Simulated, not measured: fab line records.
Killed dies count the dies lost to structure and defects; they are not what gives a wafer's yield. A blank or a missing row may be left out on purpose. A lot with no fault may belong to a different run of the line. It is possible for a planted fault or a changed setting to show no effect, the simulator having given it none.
fab line records :: flow gf180mcu :: part 2 of 2: steps 25 to 33 of 33
record:
  lots: 5
  wafers: 15
  last-day: 32
route steps=602 shown V5@540 TOP_METAL@567
lots that met no fault: taken from a fault-free run of the same line
start-h: the number of hours between the record's first day and the start of the first shown wafer of the lot :: wait-h: time in hours since the lot's previous step :: " same as the row above :: L1.1+2: one row covering several wafers at once :: - no value, or no start given :: * or withheld: withheld :: < > ~ a bound
route shown NAME@n: NAME is a module with steps in the file, n the number in the route of the first one :: usual: mean and standard deviation over wafers with no fault :: same: alike in all rows :: chamber/n: place in a boat :: sites: each site's reading :: _std_site: the standard deviation of these :: _edge_site: the outer-site mean with the inner-site mean subtracted :: radius-mm: how far each site lies from the wafer's centre :: mask NAME#n: copy n :: behind: the last tool/chamber to shape the wafer :: hold: what put the lot on hold/how long, in hours/how the hold closed :: device: the transistor (n, p or np) that didn't switch :: end of line: the tests these same wafers got at the end of their route :: a step given without rows: its recipe and nothing more :: killed: dies lost to structure and defects at the first sort, not the wafer's yield :: map: a wafer's dies, x killed, . not, _ none there
set.NAME: the setting that was run; set.NAME@STEP: the one run at that earlier step :: model.NAME: the simulator's own value behind a step, which no gauge read
certain route steps with their lots: each step a table, each wafer a row
services: a tool's chamber out of use, with start hour (start-h, from the record's first day; less than 0 if before it), hours out, and reason
== steps ==
step: GF_V5_RS_MEAS_24
recipe:
  thk-meas-gauge: four-point-probe
  reads: W_of_V5_CVD_23+TiN_of_V5_SPUTTER_22+Ti_of_V5_SPUTTER_21
usual:
  V5_W_RS: 0.326/0.0033
lot.wafer: L074.3
tool: film-metro-02
chamber: -
start-h: 627.37
wait-h: 0.1
V5_W_RS[ohm/sq]: 0.328

lot.wafer: L074.4
tool: film-metro-02
chamber: -
start-h: 627.37
wait-h: 0.1
V5_W_RS[ohm/sq]: 0.323

lot.wafer: L074.6
tool: film-metro-02
chamber: -
start-h: 627.37
wait-h: 0.1
V5_W_RS[ohm/sq]: 0.326

lot.wafer: L075.2
tool: film-metro-02
chamber: -
start-h: 631.30
wait-h: 0.1
V5_W_RS[ohm/sq]: 0.324

lot.wafer: L075.3
tool: film-metro-02
chamber: -
start-h: 631.30
wait-h: 0.1
V5_W_RS[ohm/sq]: 0.333

lot.wafer: L075.5
tool: film-metro-02
chamber: -
start-h: 631.30
wait-h: 0.1
V5_W_RS[ohm/sq]: 0.329

lot.wafer: L076.1
tool: film-metro-03
chamber: -
start-h: 635.92
wait-h: 0.1
V5_W_RS[ohm/sq]: 0.327

lot.wafer: L076.2
tool: film-metro-03
chamber: -
start-h: 635.92
wait-h: 0.1
V5_W_RS[ohm/sq]: 0.323

lot.wafer: L076.6
tool: film-metro-03
chamber: -
start-h: 635.92
wait-h: 0.1
V5_W_RS[ohm/sq]: 0.321

lot.wafer: L084.2
tool: film-metro-02
chamber: -
start-h: 704.43
wait-h: 0.1
V5_W_RS[ohm/sq]: 0.323

lot.wafer: L084.3
tool: film-metro-02
chamber: -
start-h: 704.43
wait-h: 0.1
V5_W_RS[ohm/sq]: 0.323

lot.wafer: L084.5
tool: film-metro-02
chamber: -
start-h: 704.43
wait-h: 0.1
V5_W_RS[ohm/sq]: 0.327

lot.wafer: L087.1
tool: film-metro-02
chamber: -
start-h: 721.17
wait-h: 0.1
V5_W_RS[ohm/sq]: 0.322

lot.wafer: L087.3
tool: film-metro-02
chamber: -
start-h: 721.17
wait-h: 0.1
V5_W_RS[ohm/sq]: 0.328

lot.wafer: L087.6
tool: film-metro-02
chamber: -
start-h: 721.17
wait-h: 0.1
V5_W_RS[ohm/sq]: 0.328
step: GF_V5_THK_MEAS_25
recipe:
  thk-meas-gauge: xrf
  reads: W_of_V5_CVD_23
usual:
  V5_W_THK: 343/4.9
lot.wafer: L074.3
tool: film-metro-02
chamber: -
start-h: 627.47
wait-h: 0.1
V5_W_THK[nm]: 338

lot.wafer: L074.4
tool: film-metro-02
chamber: -
start-h: 627.47
wait-h: 0.1
V5_W_THK[nm]: 346

lot.wafer: L074.6
tool: film-metro-02
chamber: -
start-h: 627.47
wait-h: 0.1
V5_W_THK[nm]: 342

lot.wafer: L075.2
tool: film-metro-02
chamber: -
start-h: 631.41
wait-h: 0.1
V5_W_THK[nm]: 343

lot.wafer: L075.3
tool: film-metro-02
chamber: -
start-h: 631.41
wait-h: 0.1
V5_W_THK[nm]: 333

lot.wafer: L075.5
tool: film-metro-02
chamber: -
start-h: 631.41
wait-h: 0.1
V5_W_THK[nm]: 339

lot.wafer: L076.1
tool: film-metro-03
chamber: -
start-h: 636.04
wait-h: 0.1
V5_W_THK[nm]: 341

lot.wafer: L076.2
tool: film-metro-03
chamber: -
start-h: 636.04
wait-h: 0.1
V5_W_THK[nm]: 347

lot.wafer: L076.6
tool: film-metro-03
chamber: -
start-h: 636.04
wait-h: 0.1
V5_W_THK[nm]: 348

lot.wafer: L084.2
tool: film-metro-02
chamber: -
start-h: 704.54
wait-h: 0.1
V5_W_THK[nm]: 345

lot.wafer: L084.3
tool: film-metro-02
chamber: -
start-h: 704.54
wait-h: 0.1
V5_W_THK[nm]: 346

lot.wafer: L084.5
tool: film-metro-02
chamber: -
start-h: 704.54
wait-h: 0.1
V5_W_THK[nm]: 340

lot.wafer: L087.1
tool: film-metro-02
chamber: -
start-h: 721.29
wait-h: 0.1
V5_W_THK[nm]: 347

lot.wafer: L087.3
tool: film-metro-02
chamber: -
start-h: 721.29
wait-h: 0.1
V5_W_THK[nm]: 342

lot.wafer: L087.6
tool: film-metro-02
chamber: -
start-h: 721.29
wait-h: 0.1
V5_W_THK[nm]: 342
step: GF_V5_CMP_26
recipe:
  stop-on: SiO2
  down-force-psi: 3.5
  platen-rpm: 60
  t-overpolish-s: 15
  target-thk-nm: 0
  pad-velocity-m-s: 0.94248
usual:
  motor-current-A: 11.3/0.83
  overpolish-run-s: 14.999/0.0085
  slurry-filter-dp-kPa: 13.50/0.13
  time-to-endpoint-s: 86/3.1
lot.wafer: L074.4
tool: cmp-01
chamber: 3
start-h: 627.51
wait-h: 0.0
motor-current-A: 10.8
overpolish-run-s: 14.997
slurry-filter-dp-kPa: 13.44
time-to-endpoint-s: 89

lot.wafer: L074.3
tool: cmp-01
chamber: 2
start-h: 627.51
wait-h: 0.0
motor-current-A: 11.6
overpolish-run-s: 15.005
slurry-filter-dp-kPa: 13.56
time-to-endpoint-s: 92

lot.wafer: L074.6
tool: cmp-01
chamber: 3
start-h: 627.51
wait-h: 0.0
motor-current-A: 11.5
overpolish-run-s: 14.997
slurry-filter-dp-kPa: 13.50
time-to-endpoint-s: 88

lot.wafer: L075.3
tool: cmp-02
chamber: 1
start-h: 631.46
wait-h: 0.0
motor-current-A: 11.7
overpolish-run-s: 14.996
slurry-filter-dp-kPa: 13.45
time-to-endpoint-s: 81

lot.wafer: L075.2
tool: cmp-02
chamber: 0
start-h: 631.46
wait-h: 0.0
motor-current-A: 11.3
overpolish-run-s: 15.001
slurry-filter-dp-kPa: 13.52
time-to-endpoint-s: 84

lot.wafer: L075.5
tool: cmp-02
chamber: 2
start-h: 631.46
wait-h: 0.0
motor-current-A: 11.2
overpolish-run-s: 15.007
slurry-filter-dp-kPa: 13.29
time-to-endpoint-s: 83

lot.wafer: L076.1
tool: cmp-02
chamber: 3
start-h: 636.10
wait-h: 0.1
motor-current-A: 12.8
overpolish-run-s: 14.984
slurry-filter-dp-kPa: 13.48
time-to-endpoint-s: 90

lot.wafer: L076.2
tool: cmp-02
chamber: 0
start-h: 636.10
wait-h: 0.1
motor-current-A: 11.4
overpolish-run-s: 15.004
slurry-filter-dp-kPa: 13.47
time-to-endpoint-s: 86

lot.wafer: L076.6
tool: cmp-02
chamber: 3
start-h: 636.10
wait-h: 0.1
motor-current-A: 11.6
overpolish-run-s: 15.005
slurry-filter-dp-kPa: 13.59
time-to-endpoint-s: 90

lot.wafer: L084.2
tool: cmp-01
chamber: 2
start-h: 704.64
wait-h: 0.1
motor-current-A: 12.5
overpolish-run-s: 14.999
slurry-filter-dp-kPa: 13.65
time-to-endpoint-s: 89

lot.wafer: L084.3
tool: cmp-01
chamber: 0
start-h: 704.64
wait-h: 0.1
motor-current-A: 10.9
overpolish-run-s: 14.991
slurry-filter-dp-kPa: 13.57
time-to-endpoint-s: 86

lot.wafer: L084.5
tool: cmp-01
chamber: 1
start-h: 704.64
wait-h: 0.1
motor-current-A: 10.4
overpolish-run-s: 14.983
slurry-filter-dp-kPa: 13.44
time-to-endpoint-s: 83

lot.wafer: L087.1
tool: cmp-01
chamber: 3
start-h: 721.45
wait-h: 0.1
motor-current-A: 11.3
overpolish-run-s: 14.986
slurry-filter-dp-kPa: 13.37
time-to-endpoint-s: 91

lot.wafer: L087.3
tool: cmp-01
chamber: 0
start-h: 721.45
wait-h: 0.1
motor-current-A: 11.1
overpolish-run-s: 14.994
slurry-filter-dp-kPa: 13.16
time-to-endpoint-s: 86

lot.wafer: L087.6
tool: cmp-01
chamber: 2
start-h: 721.45
wait-h: 0.1
motor-current-A: 12.3
overpolish-run-s: 15.013
slurry-filter-dp-kPa: 13.32
time-to-endpoint-s: 89
step: GF_TOP_METAL_SPUTTER_00
recipe:
  material: Ti
  target-thk-nm: 37.5
  arriving-ion-energy-ev: 80
  substrate-temp-c: 200
  chamber-pressure-pa: 2
  power-w: 4000
  time-s: 150
usual:
  throttle-valve-pct: 29.6/1.1
lot.wafer: L074.3
tool: pvd-sputter-03
chamber: -
start-h: 627.81
wait-h: 0.1
throttle-valve-pct: 30.0

lot.wafer: L074.4
tool: pvd-sputter-03
chamber: -
start-h: 627.81
wait-h: 0.1
throttle-valve-pct: 29.8

lot.wafer: L074.6
tool: pvd-sputter-03
chamber: -
start-h: 627.81
wait-h: 0.1
throttle-valve-pct: 29.5

lot.wafer: L075.2
tool: pvd-sputter-01
chamber: -
start-h: 631.76
wait-h: 0.1
throttle-valve-pct: 28.7

lot.wafer: L075.3
tool: pvd-sputter-01
chamber: -
start-h: 631.76
wait-h: 0.1
throttle-valve-pct: 27.6

lot.wafer: L075.5
tool: pvd-sputter-01
chamber: -
start-h: 631.76
wait-h: 0.1
throttle-valve-pct: 28.5

lot.wafer: L076.1
tool: pvd-sputter-04
chamber: -
start-h: 636.40
wait-h: 0.2
throttle-valve-pct: 29.6

lot.wafer: L076.2
tool: pvd-sputter-04
chamber: -
start-h: 636.40
wait-h: 0.2
throttle-valve-pct: 30.8

lot.wafer: L076.6
tool: pvd-sputter-04
chamber: -
start-h: 636.40
wait-h: 0.2
throttle-valve-pct: 30.7

lot.wafer: L084.2
tool: pvd-sputter-03
chamber: -
start-h: 704.89
wait-h: 0.2
throttle-valve-pct: 29.6

lot.wafer: L084.3
tool: pvd-sputter-03
chamber: -
start-h: 704.89
wait-h: 0.2
throttle-valve-pct: 30.1

lot.wafer: L084.5
tool: pvd-sputter-03
chamber: -
start-h: 704.89
wait-h: 0.2
throttle-valve-pct: 31.4

lot.wafer: L087.1
tool: pvd-sputter-01
chamber: -
start-h: 721.65
wait-h: 0.1
throttle-valve-pct: 27.9

lot.wafer: L087.3
tool: pvd-sputter-01
chamber: -
start-h: 721.65
wait-h: 0.1
throttle-valve-pct: 28.9

lot.wafer: L087.6
tool: pvd-sputter-01
chamber: -
start-h: 721.65
wait-h: 0.1
throttle-valve-pct: 28.7
step: GF_TOP_METAL_SPUTTER_01
recipe:
  material: TiN
  target-thk-nm: 30
  power-w: 6500
  time-s: 25
  chamber-pressure-pa: 0.4
usual:
  throttle-valve-pct: 29.6/1.1
lot.wafer: L074.3
tool: pvd-sputter-03
chamber: -
start-h: 627.91
wait-h: 0.1
throttle-valve-pct: 30.0

lot.wafer: L074.4
tool: pvd-sputter-03
chamber: -
start-h: 627.91
wait-h: 0.1
throttle-valve-pct: 29.6

lot.wafer: L074.6
tool: pvd-sputter-03
chamber: -
start-h: 627.91
wait-h: 0.1
throttle-valve-pct: 29.7

lot.wafer: L075.2
tool: pvd-sputter-01
chamber: -
start-h: 631.86
wait-h: 0.1
throttle-valve-pct: 28.7

lot.wafer: L075.3
tool: pvd-sputter-01
chamber: -
start-h: 631.86
wait-h: 0.1
throttle-valve-pct: 27.8

lot.wafer: L075.5
tool: pvd-sputter-01
chamber: -
start-h: 631.86
wait-h: 0.1
throttle-valve-pct: 28.6

lot.wafer: L076.1
tool: pvd-sputter-04
chamber: -
start-h: 636.50
wait-h: 0.1
throttle-valve-pct: 29.4

lot.wafer: L076.2
tool: pvd-sputter-04
chamber: -
start-h: 636.50
wait-h: 0.1
throttle-valve-pct: 30.7

lot.wafer: L076.6
tool: pvd-sputter-04
chamber: -
start-h: 636.50
wait-h: 0.1
throttle-valve-pct: 30.7

lot.wafer: L084.2
tool: pvd-sputter-03
chamber: -
start-h: 704.99
wait-h: 0.1
throttle-valve-pct: 29.8

lot.wafer: L084.3
tool: pvd-sputter-03
chamber: -
start-h: 704.99
wait-h: 0.1
throttle-valve-pct: 30.1

lot.wafer: L084.5
tool: pvd-sputter-03
chamber: -
start-h: 704.99
wait-h: 0.1
throttle-valve-pct: 31.5

lot.wafer: L087.1
tool: pvd-sputter-01
chamber: -
start-h: 721.75
wait-h: 0.1
throttle-valve-pct: 27.7

lot.wafer: L087.3
tool: pvd-sputter-01
chamber: -
start-h: 721.75
wait-h: 0.1
throttle-valve-pct: 28.6

lot.wafer: L087.6
tool: pvd-sputter-01
chamber: -
start-h: 721.75
wait-h: 0.1
throttle-valve-pct: 29.0
step: GF_TOP_METAL_SPUTTER_02
recipe:
  material: AlCu
  target-thk-nm: 900
  power-w: 10600
  chamber-pressure-pa: 0.3
  substrate-temp-c: 250
  gas: Ar
  time-s: 47.82
usual:
  throttle-valve-pct: 29.6/1.1
lot.wafer: L074.3
tool: pvd-sputter-03
chamber: -
start-h: 627.94
wait-h: 0.0
throttle-valve-pct: 30.0

lot.wafer: L074.4
tool: pvd-sputter-03
chamber: -
start-h: 627.94
wait-h: 0.0
throttle-valve-pct: 29.8

lot.wafer: L074.6
tool: pvd-sputter-03
chamber: -
start-h: 627.94
wait-h: 0.0
throttle-valve-pct: 29.5

lot.wafer: L075.2
tool: pvd-sputter-01
chamber: -
start-h: 631.89
wait-h: 0.0
throttle-valve-pct: 28.7

lot.wafer: L075.3
tool: pvd-sputter-01
chamber: -
start-h: 631.89
wait-h: 0.0
throttle-valve-pct: 27.7

lot.wafer: L075.5
tool: pvd-sputter-01
chamber: -
start-h: 631.89
wait-h: 0.0
throttle-valve-pct: 28.5

lot.wafer: L076.1
tool: pvd-sputter-04
chamber: -
start-h: 636.53
wait-h: 0.0
throttle-valve-pct: 29.7

lot.wafer: L076.2
tool: pvd-sputter-04
chamber: -
start-h: 636.53
wait-h: 0.0
throttle-valve-pct: 30.9

lot.wafer: L076.6
tool: pvd-sputter-04
chamber: -
start-h: 636.53
wait-h: 0.0
throttle-valve-pct: 30.9

lot.wafer: L084.2
tool: pvd-sputter-03
chamber: -
start-h: 705.02
wait-h: 0.0
throttle-valve-pct: 29.7

lot.wafer: L084.3
tool: pvd-sputter-03
chamber: -
start-h: 705.02
wait-h: 0.0
throttle-valve-pct: 30.0

lot.wafer: L084.5
tool: pvd-sputter-03
chamber: -
start-h: 705.02
wait-h: 0.0
throttle-valve-pct: 31.5

lot.wafer: L087.1
tool: pvd-sputter-01
chamber: -
start-h: 721.78
wait-h: 0.0
throttle-valve-pct: 27.7

lot.wafer: L087.3
tool: pvd-sputter-01
chamber: -
start-h: 721.78
wait-h: 0.0
throttle-valve-pct: 28.8

lot.wafer: L087.6
tool: pvd-sputter-01
chamber: -
start-h: 721.78
wait-h: 0.0
throttle-valve-pct: 28.9
step: GF_TOP_METAL_SPUTTER_03
recipe:
  material: Ti
  target-thk-nm: 5
  substrate-temp-c: 300
  chamber-pressure-pa: 0.3
  power-w: 3000
  time-s: 3.3
usual:
  throttle-valve-pct: 29.6/1.1
lot.wafer: L074.3
tool: pvd-sputter-03
chamber: -
start-h: 627.98
wait-h: 0.0
throttle-valve-pct: 30.2

lot.wafer: L074.4
tool: pvd-sputter-03
chamber: -
start-h: 627.98
wait-h: 0.0
throttle-valve-pct: 29.7

lot.wafer: L074.6
tool: pvd-sputter-03
chamber: -
start-h: 627.98
wait-h: 0.0
throttle-valve-pct: 29.6

lot.wafer: L075.2
tool: pvd-sputter-01
chamber: -
start-h: 631.93
wait-h: 0.0
throttle-valve-pct: 28.5

lot.wafer: L075.3
tool: pvd-sputter-01
chamber: -
start-h: 631.93
wait-h: 0.0
throttle-valve-pct: 27.7

lot.wafer: L075.5
tool: pvd-sputter-01
chamber: -
start-h: 631.93
wait-h: 0.0
throttle-valve-pct: 28.4

lot.wafer: L076.1
tool: pvd-sputter-04
chamber: -
start-h: 636.57
wait-h: 0.0
throttle-valve-pct: 29.5

lot.wafer: L076.2
tool: pvd-sputter-04
chamber: -
start-h: 636.57
wait-h: 0.0
throttle-valve-pct: 30.7

lot.wafer: L076.6
tool: pvd-sputter-04
chamber: -
start-h: 636.57
wait-h: 0.0
throttle-valve-pct: 31.0

lot.wafer: L084.2
tool: pvd-sputter-03
chamber: -
start-h: 705.06
wait-h: 0.0
throttle-valve-pct: 29.8

lot.wafer: L084.3
tool: pvd-sputter-03
chamber: -
start-h: 705.06
wait-h: 0.0
throttle-valve-pct: 30.1

lot.wafer: L084.5
tool: pvd-sputter-03
chamber: -
start-h: 705.06
wait-h: 0.0
throttle-valve-pct: 31.5

lot.wafer: L087.1
tool: pvd-sputter-01
chamber: -
start-h: 721.82
wait-h: 0.0
throttle-valve-pct: 27.6

lot.wafer: L087.3
tool: pvd-sputter-01
chamber: -
start-h: 721.82
wait-h: 0.0
throttle-valve-pct: 28.4

lot.wafer: L087.6
tool: pvd-sputter-01
chamber: -
start-h: 721.82
wait-h: 0.0
throttle-valve-pct: 28.6
step: GF_TOP_METAL_SPUTTER_04
recipe:
  material: TiN
  target-thk-nm: 25
  power-w: 6500
  time-s: 20.8
  chamber-pressure-pa: 0.4
usual:
  throttle-valve-pct: 29.6/1.1
lot.wafer: L074.3
tool: pvd-sputter-03
chamber: -
start-h: 628.00
wait-h: 0.0
throttle-valve-pct: 30.0

lot.wafer: L074.4
tool: pvd-sputter-03
chamber: -
start-h: 628.00
wait-h: 0.0
throttle-valve-pct: 29.6

lot.wafer: L074.6
tool: pvd-sputter-03
chamber: -
start-h: 628.00
wait-h: 0.0
throttle-valve-pct: 29.5

lot.wafer: L075.2
tool: pvd-sputter-01
chamber: -
start-h: 631.95
wait-h: 0.0
throttle-valve-pct: 29.0

lot.wafer: L075.3
tool: pvd-sputter-01
chamber: -
start-h: 631.95
wait-h: 0.0
throttle-valve-pct: 27.8

lot.wafer: L075.5
tool: pvd-sputter-01
chamber: -
start-h: 631.95
wait-h: 0.0
throttle-valve-pct: 28.7

lot.wafer: L076.1
tool: pvd-sputter-04
chamber: -
start-h: 636.59
wait-h: 0.0
throttle-valve-pct: 29.6

lot.wafer: L076.2
tool: pvd-sputter-04
chamber: -
start-h: 636.59
wait-h: 0.0
throttle-valve-pct: 30.7

lot.wafer: L076.6
tool: pvd-sputter-04
chamber: -
start-h: 636.59
wait-h: 0.0
throttle-valve-pct: 30.9

lot.wafer: L084.2
tool: pvd-sputter-03
chamber: -
start-h: 705.08
wait-h: 0.0
throttle-valve-pct: 29.5

lot.wafer: L084.3
tool: pvd-sputter-03
chamber: -
start-h: 705.08
wait-h: 0.0
throttle-valve-pct: 30.2

lot.wafer: L084.5
tool: pvd-sputter-03
chamber: -
start-h: 705.08
wait-h: 0.0
throttle-valve-pct: 31.6

lot.wafer: L087.1
tool: pvd-sputter-01
chamber: -
start-h: 721.84
wait-h: 0.0
throttle-valve-pct: 27.8

lot.wafer: L087.3
tool: pvd-sputter-01
chamber: -
start-h: 721.84
wait-h: 0.0
throttle-valve-pct: 28.7

lot.wafer: L087.6
tool: pvd-sputter-01
chamber: -
start-h: 721.84
wait-h: 0.0
throttle-valve-pct: 28.7
step: GF_TOP_METAL_RS_MEAS_05
recipe:
  thk-meas-gauge: four-point-probe
  reads: TiN_of_TOP_METAL_SPUTTER_04+Ti_of_TOP_METAL_SPUTTER_03+AlCu_of_TOP_METAL_SPUTTER_02+TiN_of_TOP_METAL_SPUTTER_01+Ti_of_TOP_METAL_SPUTTER_00
usual:
  TOP_METAL_ALCU_RS: 0.0326/0.00036
lot.wafer: L074.3
tool: film-metro-03
chamber: -
start-h: 628.07
wait-h: 0.1
TOP_METAL_ALCU_RS[ohm/sq]: 0.0329

lot.wafer: L074.4
tool: film-metro-03
chamber: -
start-h: 628.07
wait-h: 0.1
TOP_METAL_ALCU_RS[ohm/sq]: 0.0331

lot.wafer: L074.6
tool: film-metro-03
chamber: -
start-h: 628.07
wait-h: 0.1
TOP_METAL_ALCU_RS[ohm/sq]: 0.0331

lot.wafer: L075.2
tool: film-metro-02
chamber: -
start-h: 632.00
wait-h: 0.0
TOP_METAL_ALCU_RS[ohm/sq]: 0.0325

lot.wafer: L075.3
tool: film-metro-02
chamber: -
start-h: 632.00
wait-h: 0.0
TOP_METAL_ALCU_RS[ohm/sq]: 0.0319

lot.wafer: L075.5
tool: film-metro-02
chamber: -
start-h: 632.00
wait-h: 0.0
TOP_METAL_ALCU_RS[ohm/sq]: 0.0325

lot.wafer: L076.1
tool: film-metro-01
chamber: -
start-h: 636.62
wait-h: 0.0
TOP_METAL_ALCU_RS[ohm/sq]: 0.0319

lot.wafer: L076.2
tool: film-metro-01
chamber: -
start-h: 636.62
wait-h: 0.0
TOP_METAL_ALCU_RS[ohm/sq]: 0.0316

lot.wafer: L076.6
tool: film-metro-01
chamber: -
start-h: 636.62
wait-h: 0.0
TOP_METAL_ALCU_RS[ohm/sq]: 0.0321

lot.wafer: L084.2
tool: film-metro-01
chamber: -
start-h: 705.13
wait-h: 0.0
TOP_METAL_ALCU_RS[ohm/sq]: 0.0335

lot.wafer: L084.3
tool: film-metro-01
chamber: -
start-h: 705.13
wait-h: 0.0
TOP_METAL_ALCU_RS[ohm/sq]: 0.0331

lot.wafer: L084.5
tool: film-metro-01
chamber: -
start-h: 705.13
wait-h: 0.0
TOP_METAL_ALCU_RS[ohm/sq]: 0.0328

lot.wafer: L087.1
tool: film-metro-03
chamber: -
start-h: 721.87
wait-h: 0.0
TOP_METAL_ALCU_RS[ohm/sq]: 0.0322

lot.wafer: L087.3
tool: film-metro-03
chamber: -
start-h: 721.87
wait-h: 0.0
TOP_METAL_ALCU_RS[ohm/sq]: 0.0325

lot.wafer: L087.6
tool: film-metro-03
chamber: -
start-h: 721.87
wait-h: 0.0
TOP_METAL_ALCU_RS[ohm/sq]: 0.0325
== services ==
tool: cmp-01
chamber: -
start-h: 584.83
hours: 5.0
kind: pm

tool: krf-scanner-01
chamber: -
start-h: 587.46
hours: 0.4
kind: repair

tool: cmp-01
chamber: -
start-h: 591.09
hours: 1.4
kind: repair

tool: cmp-01
chamber: -
start-h: 591.72
hours: 1.3
kind: repair

tool: rie-diel-01
chamber: 2
start-h: 596.18
hours: 3.5
kind: repair

tool: cvd-w-02
chamber: -
start-h: 598.60
hours: 6.9
kind: pm

tool: krf-scanner-01
chamber: -
start-h: 606.32
hours: 0.8
kind: repair

tool: wet-bench-02
chamber: -
start-h: 609.10
hours: 3.4
kind: repair

tool: rie-diel-01
chamber: -
start-h: 620.79
hours: 0.3
kind: repair

tool: krf-scanner-01
chamber: -
start-h: 633.59
hours: 4.4
kind: pm

tool: pvd-sputter-01
chamber: -
start-h: 638.24
hours: 4.0
kind: repair

tool: cvd-w-02
chamber: 1
start-h: 638.82
hours: 8.4
kind: repair

tool: krf-scanner-01
chamber: -
start-h: 641.76
hours: 0.8
kind: pm

tool: pvd-sputter-01
chamber: -
start-h: 654.93
hours: 2.8
kind: repair

tool: cmp-02
chamber: -
start-h: 667.54
hours: 19.2
kind: pm

tool: cvd-w-02
chamber: -
start-h: 676.05
hours: 2.8
kind: pm

tool: krf-scanner-01
chamber: -
start-h: 681.79
hours: 1.3
kind: pm

tool: cmp-01
chamber: -
start-h: 681.93
hours: 2.2
kind: repair

tool: pvd-sputter-04
chamber: -
start-h: 704.40
hours: 7.2
kind: repair

tool: rie-diel-04
chamber: 3
start-h: 708.01
hours: 14.0
kind: repair

tool: pvd-sputter-01
chamber: -
start-h: 712.39
hours: 2.3
kind: repair

tool: rie-diel-01
chamber: 2
start-h: 715.44
hours: 6.8
kind: repair

tool: krf-scanner-01
chamber: -
start-h: 715.75
hours: 16.1
kind: repair

tool: cmp-02
chamber: -
start-h: 716.62
hours: 7.7
kind: pm
